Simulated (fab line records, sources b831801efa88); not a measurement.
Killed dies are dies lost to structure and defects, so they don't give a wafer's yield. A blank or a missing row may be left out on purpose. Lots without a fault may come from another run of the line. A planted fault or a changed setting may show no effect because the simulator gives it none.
Which tool did it? | flow gf180mcu | 11 lots, 33 wafers sampled, at 5 steps of a route of 602

WHAT THE GAUGES READ, wafer by wafer
GF_V4_BOW_MEAS_05.
lot  | measured     | on            | V4_BOW (um)
L287 | day 23 05:40 | film_metro-01 | 138 128 139
L288 | day 23 07:37 | film_metro-04 | 134 128 126
L289 | day 23 23:37 | film_metro-04 | 131 133 142
L293 | day 25 14:01 | film_metro-01 | 134 136 121
L303 | day 29 04:35 | film_metro-01 | 135 130 141
L305 | day 29 12:03 | film_metro-03 | 123 133 116
L306 | day 29 20:35 | film_metro-03 | 130 138 124
L307 | day 30 02:45 | film_metro-04 | 130 127 131
L308 | day 30 07:45 | film_metro-04 | 146 140 139
L309 | day 30 10:56 | film_metro-04 | 140 145 137
L310 | day 30 20:28 | film_metro-01 | 125 119 124

WHICH TOOL RAN EACH LOT (tool, then ch and the chambers of the sampled wafers, then the start)
lot  | GF_V3_SPUTTER_22             | GF_M4_SPUTTER_02             | GF_M4_METAL_ETCH_16               | GF_M4_STRIP_17
L287 | pvd_sputter-01, day 22 04:09 | pvd_sputter-01, day 22 04:55 | rie_metal-01 ch 0,1, day 23 04:26 | plasma_asher-04 ch 0,1, day 23 04:32
L288 | pvd_sputter-02, day 22 05:43 | pvd_sputter-04, day 22 06:29 | rie_metal-03 ch 0,1, day 23 06:24 | plasma_asher-03 ch 0,1, day 23 06:31
L289 | pvd_sputter-02, day 22 22:11 | pvd_sputter-01, day 22 22:57 | rie_metal-01 ch 0,1, day 23 22:24 | plasma_asher-04 ch 0,1, day 23 22:31
L293 | pvd_sputter-02, day 24 12:55 | pvd_sputter-04, day 24 13:41 | rie_metal-01 ch 0,1, day 25 12:42 | plasma_asher-04 ch 0,1, day 25 12:49
L303 | pvd_sputter-02, day 28 04:55 | pvd_sputter-03, day 28 05:41 | rie_metal-04 ch 0,1, day 29 03:20 | plasma_asher-03 ch 0,1, day 29 03:27
L305 | pvd_sputter-03, day 28 14:56 | pvd_sputter-01, day 28 15:43 | rie_metal-01 ch 0,1, day 29 10:49 | plasma_asher-04 ch 0,1, day 29 10:55
L306 | pvd_sputter-03, day 28 23:31 | pvd_sputter-03, day 29 00:17 | rie_metal-01 ch 0,1, day 29 19:07 | plasma_asher-03 ch 0,1, day 29 19:14
L307 | pvd_sputter-02, day 29 05:03 | pvd_sputter-04, day 29 06:29 | rie_metal-03 ch 0,1, day 30 01:25 | plasma_asher-03 ch 0,1, day 30 01:31
L308 | pvd_sputter-02, day 29 11:07 | pvd_sputter-01, day 29 11:52 | rie_metal-04 ch 0,1, day 30 06:15 | plasma_asher-03 ch 0,1, day 30 06:22
L309 | pvd_sputter-03, day 29 13:28 | pvd_sputter-01, day 29 14:35 | rie_metal-01 ch 0,1, day 30 09:41 | plasma_asher-03 ch 0,1, day 30 09:48
L310 | pvd_sputter-01, day 30 00:20 | pvd_sputter-03, day 30 01:07 | rie_metal-01 ch 0, day 30 19:14   | plasma_asher-02 ch 0,1, day 30 19:21
- GF_V3_SPUTTER_22: material TiN, target thk 10 nm, time 40 s.
- GF_M4_SPUTTER_02: material AlCu, target thk 450 nm, time 23.9 s.
- GF_M4_METAL_ETCH_16: etches the open film in Cl2/BCl3, stops on SiO2, target depth 627.5 nm, time 104.6 s.
- GF_M4_STRIP_17: strips in O2/N2.

THE ANSWER, worked out from the rows above alone
Rule: what is usual is taken from the lots themselves. Put in order of their means at a reading, lots are off if they are a third of the lots or fewer, leave a main group of 4 or more, and stand apart from it by a gap of 3 or more times the standard deviation of the main group's means; of several such gaps the widest counts. A main group whose means are all the same, to the digits that the tables above print for the reading, isn't used. A lot without any number at a reading at which 4 lots or more have one is off too. The other lots that the step has rows for count as sound.
No lot is off at any reading shown: from this, nothing can be told.

WHAT THE SIMULATOR HAD PUT IN
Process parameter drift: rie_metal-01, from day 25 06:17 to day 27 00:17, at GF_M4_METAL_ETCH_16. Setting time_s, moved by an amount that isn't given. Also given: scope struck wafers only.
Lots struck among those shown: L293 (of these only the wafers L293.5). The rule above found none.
